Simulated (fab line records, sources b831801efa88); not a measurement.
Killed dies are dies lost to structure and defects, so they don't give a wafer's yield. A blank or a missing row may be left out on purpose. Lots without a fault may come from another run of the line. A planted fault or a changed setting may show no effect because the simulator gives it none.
fab line records | flow gf180mcu
record lots=5 wafers=15 last_day=34
route steps=602 shown V4@496 MIM@503
lots that met no fault: from a run of the same line without faults
start_h: hours from the record's first day to the start of the lot's first wafer shown | wait_h: hours since the lot's step before | " the same as in the row above | L1.1+2: a row that stands for several wafers | - no value, or no start given | * or withheld: withheld | < > ~ a bound
route shown NAME@n: a module of which the file shows steps, and the number in the route of the first | usual: mean/standard deviation of fault-free wafers | same: alike in all rows | chamber/n: place in a boat | sites: the reading at each site | _std_site: their standard deviation | _edge_site: outer sites' mean less inner sites' | radius_mm: how far each site lies from the wafer's centre | mask NAME#n: copy n | behind: the tool/chamber that last shaped the wafer | hold: why the lot was held/for how many hours/how that ended | device: the transistor (n, p or np) that didn't switch | end of line: the same wafers' tests at the end of the route | a step without rows: its recipe alone | killed: dies lost to structure and defects at the first sort, not the wafer's yield | map: a wafer's dies, x killed, . not, _ none there
set.NAME: the setting as run; set.NAME@STEP: as run at that earlier step | model.NAME: the simulator's own value behind a step, which no gauge read
lots at some steps of the route; a table a step, a row a wafer
services: from which hour (start_h, from the record's first day; less than 0 if before it) a tool's chamber was out of use, for how many hours, and why
## steps
# step GF_V4_CLEAN_20
# recipe chemistry=DIW dry=n2_spin
# columns lot.wafer tool chamber start_h wait_h
L077.1+2+5 wet_bench-02 3 587.45 0.0
L084.3+4+6 wet_bench-02 0 641.06 0.0
L087.1+3+6 wet_bench-02 2 669.35 0.0
L093.2+3+5 wet_bench-02 1 706.06 0.0
L097.2+4+6 wet_bench-04 0 734.04 0.0
# step GF_V4_SPUTTER_21
# recipe material=Ti target_thk_nm=15 chamber_pressure_pa=5 power_w=2500 substrate_temp_c=200 time_s=80.02
# usual throttle_valve_pct=30.1/0.96
# same time_s=80.02
# columns lot.wafer tool chamber start_h wait_h throttle_valve_pct
L077.1 pvd_sputter-03 - 587.63 0.0 29.8
L077.2 " - " " 28.9
L077.5 " - " " 29.0
L084.3 pvd_sputter-01 - 641.17 0.0 29.8
L084.4 " - " " 31.5
L084.6 " - " " 30.6
L087.1 pvd_sputter-03 - 669.44 0.0 28.8
L087.3 " - " " 29.6
L087.6 " - " " 31.4
L093.2 pvd_sputter-03 - 706.15 0.0 31.8
L093.3 " - " " 30.2
L093.5 " - " " 29.9
L097.2 pvd_sputter-02 - 734.14 0.0 29.1
L097.4 " - " " 30.0
L097.6 " - " " 29.9
# step GF_V4_SPUTTER_22
# recipe material=TiN target_thk_nm=10 chamber_pressure_pa=5 power_w=4000 time_s=40
# usual throttle_valve_pct=30.0/0.98
# same time_s=40
# columns lot.wafer tool chamber start_h wait_h throttle_valve_pct
L077.1 pvd_sputter-03 - 587.69 0.0 29.9
L077.2 " - " " 28.7
L077.5 " - " " 29.0
L084.3 pvd_sputter-01 - 641.23 0.0 29.5
L084.4 " - " " 31.2
L084.6 " - " " 30.6
L087.1 pvd_sputter-03 - 669.50 0.0 28.9
L087.3 " - " " 30.0
L087.6 " - " " 31.3
L093.2 pvd_sputter-03 - 706.21 0.0 31.6
L093.3 " - " " 30.1
L093.5 " - " " 30.1
L097.2 pvd_sputter-02 - 734.20 0.0 29.1
L097.4 " - " " 29.6
L097.6 " - " " 29.6
# step GF_V4_CVD_23
# recipe material=W target_thk_nm=350 time_s=104.9 temp_c=400 pressure_torr=40
# usual heater_power_w=843/61
# same time_s=104.9
# columns lot.wafer tool chamber start_h wait_h heater_power_w
L077.1 cvd_w-02 0 587.73 0.0 769
L077.2 " 1 " " 803
L077.5 " 0 " " 765
L084.3 cvd_w-01 0 641.31 0.1 921
L084.4 " 1 " " 888
L084.6 " 1 " " 863
L087.1 cvd_w-01 0 669.54 0.0 913
L087.3 " 0 " " 927
L087.6 " 1 " " 869
L093.2 cvd_w-01 1 706.25 0.0 854
L093.3 " 1 " " 850
L093.5 " 1 " " 876
L097.2 cvd_w-02 1 734.28 0.1 813
L097.4 " 1 " " 798
L097.6 " 1 " " 808
# step GF_V4_RS_MEAS_24
# recipe thk_meas_gauge=four-point-probe reads=W_of_V4_CVD_23+TiN_of_V4_SPUTTER_22+Ti_of_V4_SPUTTER_21
# usual V4_W_RS=0.327/0.0049
# columns lot.wafer tool chamber start_h wait_h V4_W_RS[ohm/sq]
L077.1 film_metro-03 - 587.85 0.1 0.331
L077.2 " - " " 0.324
L077.5 " - " " 0.331
L084.3 film_metro-04 - 641.42 0.1 0.323
L084.4 " - " " 0.334
L084.6 " - " " 0.335
L087.1 film_metro-01 - 669.65 0.1 0.326
L087.3 " - " " 0.328
L087.6 " - " " 0.335
L093.2 film_metro-01 - 706.38 0.1 0.332
L093.3 " - " " 0.334
L093.5 " - " " 0.329
L097.2 film_metro-03 - 734.48 0.2 0.323
L097.4 " - " " 0.324
L097.6 " - " " 0.323
# step GF_V4_THK_MEAS_25
# recipe thk_meas_gauge=xrf reads=W_of_V4_CVD_23
# usual V4_W_THK=360/5.8
# columns lot.wafer tool chamber start_h wait_h V4_W_THK[nm]
L077.1 film_metro-03 - 587.97 0.1 361
L077.2 " - " " 370
L077.5 " - " " 360
L084.3 film_metro-04 - 641.52 0.1 362
L084.4 " - " " 352
L084.6 " - " " 352
L087.1 film_metro-01 - 669.77 0.1 361
L087.3 " - " " 359
L087.6 " - " " 347
L093.2 film_metro-01 - 706.49 0.1 352
L093.3 " - " " 349
L093.5 " - " " 353
L097.2 film_metro-03 - 734.59 0.1 366
L097.4 " - " " 364
L097.6 " - " " 367
# step GF_V4_CMP_26
# recipe stop_on=SiO2 down_force_psi=3.5 platen_rpm=60 t_overpolish_s=15 target_thk_nm=0 pad_velocity_m_s=0.94248
# usual edge_zone_pressure_frac=1.000/0.0047 head_pressure_psi=3.500/0.0071 motor_current_A=11.3/1.6 overpolish_run_s=15.001/0.0081 slurry_filter_dp_kPa=13.51/0.14 time_to_endpoint_s=84/3.7
# same t_overpolish_s=15
# columns lot.wafer tool chamber start_h wait_h edge_zone_pressure_frac head_pressure_psi motor_current_A overpolish_run_s slurry_filter_dp_kPa time_to_endpoint_s
L077.2 cmp-01 1 588.08 0.1 0.995 3.495 12.6 15.016 13.54 86
L077.1 " 2 " " 0.999 3.495 11.8 14.999 13.41 82
L077.5 " 0 " " 1.004 3.501 10.1 14.993 13.59 84
L084.3 cmp-02 0 641.61 0.1 1.002 3.509 13.9 14.997 13.53 89
L084.4 " 2 " " 1.009 3.502 10.3 15.009 13.60 90
L084.6 " 0 " " 1.000 3.500 12.8 15.000 13.52 82
L087.1 cmp-02 1 669.83 0.1 0.993 3.498 12.7 15.013 13.68 88
L087.3 " 3 " " 0.993 3.498 8.3 15.009 13.51 83
L087.6 " 1 " " 0.996 3.499 12.0 15.014 13.45 84
L093.3 cmp-01 1 706.54 0.0 0.997 3.484 12.6 14.989 13.46 77
L093.2 " 0 " " 1.001 3.490 10.3 15.001 13.13 75
L093.5 " 1 " " 1.000 3.485 11.8 14.993 13.58 81
L097.2 cmp-01 2 734.64 0.0 0.992 3.499 11.8 14.989 13.41 83
L097.4 " 0 " " 1.004 3.509 10.8 15.000 13.69 80
L097.6 " 3 " " 0.992 3.496 11.1 14.994 13.51 87
# step GF_MIM_SPUTTER_00
# recipe material=Ti target_thk_nm=37.5 arriving_ion_energy_ev=80 substrate_temp_c=200 chamber_pressure_pa=2 power_w=4000 time_s=150
# usual throttle_valve_pct=30.2/0.76
# same time_s=150
# columns lot.wafer tool chamber start_h wait_h throttle_valve_pct
L077.1 pvd_sputter-03 - 588.33 0.1 31.6
L077.2 " - " " 29.8
L077.5 " - " " 30.2
L084.3 pvd_sputter-01 - 641.86 0.2 29.8
L084.4 " - " " 30.4
L084.6 " - " " 29.3
L087.1 pvd_sputter-01 - 670.13 0.2 30.5
L087.3 " - " " 29.7
L087.6 " - " " 30.5
L093.2 pvd_sputter-01 - 706.84 0.1 29.7
L093.3 " - " " 30.5
L093.5 " - " " 29.4
L097.2 pvd_sputter-03 - 734.94 0.2 29.9
L097.4 " - " " 29.8
L097.6 " - " " 30.3
# step GF_MIM_SPUTTER_01
# recipe material=TiN target_thk_nm=30 power_w=6500 time_s=25 chamber_pressure_pa=0.4
# usual throttle_valve_pct=30.2/0.76
# same time_s=25
# columns lot.wafer tool chamber start_h wait_h throttle_valve_pct
L077.1 pvd_sputter-03 - 588.43 0.1 31.5
L077.2 " - " " 29.9
L077.5 " - " " 30.1
L084.3 pvd_sputter-01 - 641.96 0.1 29.7
L084.4 " - " " 30.6
L084.6 " - " " 29.6
L087.1 pvd_sputter-01 - 670.23 0.1 30.2
L087.3 " - " " 29.6
L087.6 " - " " 30.7
L093.2 pvd_sputter-01 - 706.94 0.1 29.7
L093.3 " - " " 30.8
L093.5 " - " " 29.5
L097.2 pvd_sputter-03 - 735.04 0.1 30.2
L097.4 " - " " 29.9
L097.6 " - " " 30.0
# step GF_MIM_SPUTTER_02
# recipe material=AlCu target_thk_nm=450 power_w=10600 time_s=23.9 chamber_pressure_pa=0.4
# usual throttle_valve_pct=30.2/0.75
# same time_s=23.9
# columns lot.wafer tool chamber start_h wait_h throttle_valve_pct
L077.1 pvd_sputter-03 - 588.46 0.0 31.6
L077.2 " - " " 29.7
L077.5 " - " " 30.0
L084.3 pvd_sputter-01 - 641.99 0.0 29.8
L084.4 " - " " 30.4
L084.6 " - " " 29.6
L087.1 pvd_sputter-01 - 670.26 0.0 30.5
L087.3 " - " " 29.6
L087.6 " - " " 30.3
L093.2 pvd_sputter-01 - 706.97 0.0 29.6
L093.3 " - " " 30.6
L093.5 " - " " 29.7
L097.2 pvd_sputter-03 - 735.08 0.0 30.4
L097.4 " - " " 29.8
L097.6 " - " " 30.0
# step GF_MIM_SPUTTER_03
# recipe material=Ti target_thk_nm=10 substrate_temp_c=300 chamber_pressure_pa=0.3 power_w=3000 time_s=6.7
# usual throttle_valve_pct=30.2/0.76
# same time_s=6.7
# columns lot.wafer tool chamber start_h wait_h throttle_valve_pct
L077.1 pvd_sputter-03 - 588.49 0.0 31.4
L077.2 " - " " 29.7
L077.5 " - " " 30.1
L084.3 pvd_sputter-01 - 642.02 0.0 29.7
L084.4 " - " " 30.6
L084.6 " - " " 29.7
L087.1 pvd_sputter-01 - 670.29 0.0 30.3
L087.3 " - " " 29.7
L087.6 " - " " 30.5
L093.2 pvd_sputter-01 - 707.00 0.0 29.7
L093.3 " - " " 30.5
L093.5 " - " " 29.6
L097.2 pvd_sputter-03 - 735.11 0.0 29.9
L097.4 " - " " 29.6
L097.6 " - " " 30.2
## services
# columns tool chamber start_h hours kind
cvd_w-01 1 569.39 1.9 repair
cmp-01 - 572.00 4.0 pm
cmp-01 - 576.00 - consumable_replace:conditioner
cmp-01 - 576.00 - consumable_replace:pad
cvd_w-02 - 596.67 1.8 repair
pvd_sputter-01 - 597.87 6.6 repair
pvd_sputter-02 2 611.80 - consumable_replace:kit
pvd_sputter-02 2 611.80 18.0 scheduled_down
pvd_sputter-02 2 611.80 18.0 vent_cycle
pvd_sputter-02 - 620.32 12.1 repair
pvd_sputter-02 - 632.60 5.7 repair
cmp-01 - 664.73 3.8 pm
pvd_sputter-03 0 665.89 - consumable_replace:kit
pvd_sputter-03 0 665.89 18.0 scheduled_down
pvd_sputter-03 0 665.89 18.0 vent_cycle
cmp-01 - 669.84 0.7 repair
cmp-02 - 675.52 0.7 repair
cmp-02 - 678.58 17.5 pm
cvd_w-01 1 684.37 3.3 repair
cvd_w-02 0 732.34 4.7 repair
## key
fault none
